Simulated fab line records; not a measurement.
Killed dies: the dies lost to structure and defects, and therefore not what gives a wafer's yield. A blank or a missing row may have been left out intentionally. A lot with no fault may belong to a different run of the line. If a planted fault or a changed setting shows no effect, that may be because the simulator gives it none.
Which tool was responsible? | flow sky130 | route of 708 steps, sampled at 1 step: 14 lots, 42 wafers

## WHAT EACH GAUGE READ, for each wafer
Not one reading of a measure or inspect step in the record can be checked against a usual standard deviation.

## WHAT TOOL EACH LOT RAN ON (gives the tool, then ch and the chambers of the sampled wafers, and finally the start)
lot  | SKY_LDD_N_IMPLANT_12
L282 | implanter-04 ch 0, day 17 22:25
L284 | implanter-03 ch 0, day 18 15:40
L285 | implanter-03 ch 0, day 19 00:18
L286 | implanter-04 ch 0, day 19 04:49
L287 | implanter-04 ch 0, day 19 13:01
L288 | implanter-02 ch 0, day 19 22:25
L289 | implanter-02 ch 0, day 21 05:04
L291 | implanter-02 ch 0, day 21 09:10
L292 | implanter-03 ch 0, day 21 20:31
L294 | implanter-03 ch 0, day 22 03:26
L295 | implanter-03 ch 0, day 22 11:19
L296 | implanter-03 ch 0, day 23 02:51
L304 | implanter-04 ch 0, day 25 22:36
L305 | implanter-04 ch 0, day 26 04:22
- SKY_LDD_N_IMPLANT_12

## AS READ BY THE TOOLS THEMSELVES (means over the sampled wafers that have a number; for cases with no such wafer, the mark the record gives instead)
SKY_LDD_N_IMPLANT_12. Usual: beam-energy-keV at 50.000, with a standard deviation of 0.016.
lot  | tool         | beam-energy-keV | flag
L282 | implanter-04 | 49.996          |
L284 | implanter-03 | 50.006          |
L285 | implanter-03 | 50.009          |
L286 | implanter-04 | 49.997          |
L287 | implanter-04 | 49.985          |
L288 | implanter-02 | 50.013          |
L289 | implanter-02 | 49.989          |
L291 | implanter-02 | 50.016          |
L292 | implanter-03 | 49.997          |
L294 | implanter-03 | 49.991          |
L295 | implanter-03 | 31.348          | OFF
L296 | implanter-03 | 31.350          | OFF
L304 | implanter-04 | 50.004          |
L305 | implanter-04 | 50.006          |

## THE ANSWER, worked out from the rows above alone
Rule: a lot is off if the mean of its wafers that have a number lies more than 3 standard deviations from the usual mean. Also off: a lot with no number at a reading for which 4 or more lots have one. The other lots that the step has rows for count as sound. After the gauges, taken in route order, come the tools' own readings; for these a lot's mean is taken, as printed above. The first step at which some lot is off is used, and at that step the reading that is off furthest; a lot without a number counts as furthest.
Off: L295, L296, at SKY_LDD_N_IMPLANT_12 (beam-energy-keV).
If a tool, at that step or one of the process steps before it, ran each lot that is off and ran no sound lot following the first of them, it fits. One candidate fits, namely implanter-03 at SKY_LDD_N_IMPLANT_12. A fault onset in the window from L294 (day 22 03:26, its last sound lot) to L295 (day 22 11:19, its first lot off) fits.
On the lots that are off, the tool's own readings at SKY_LDD_N_IMPLANT_12 differ by more than 5 times the standard deviation of the sound lots' means, which bears it out; beam-energy-keV reads 31.349 there versus 50.001 on the sound lots.

## WHAT WAS PUT IN BY THE SIMULATOR
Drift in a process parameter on implanter-03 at SKY_LDD_N_IMPLANT_12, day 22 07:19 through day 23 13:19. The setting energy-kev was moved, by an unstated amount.
Struck lots among those shown: L295, L296. The same result came from the rule above.
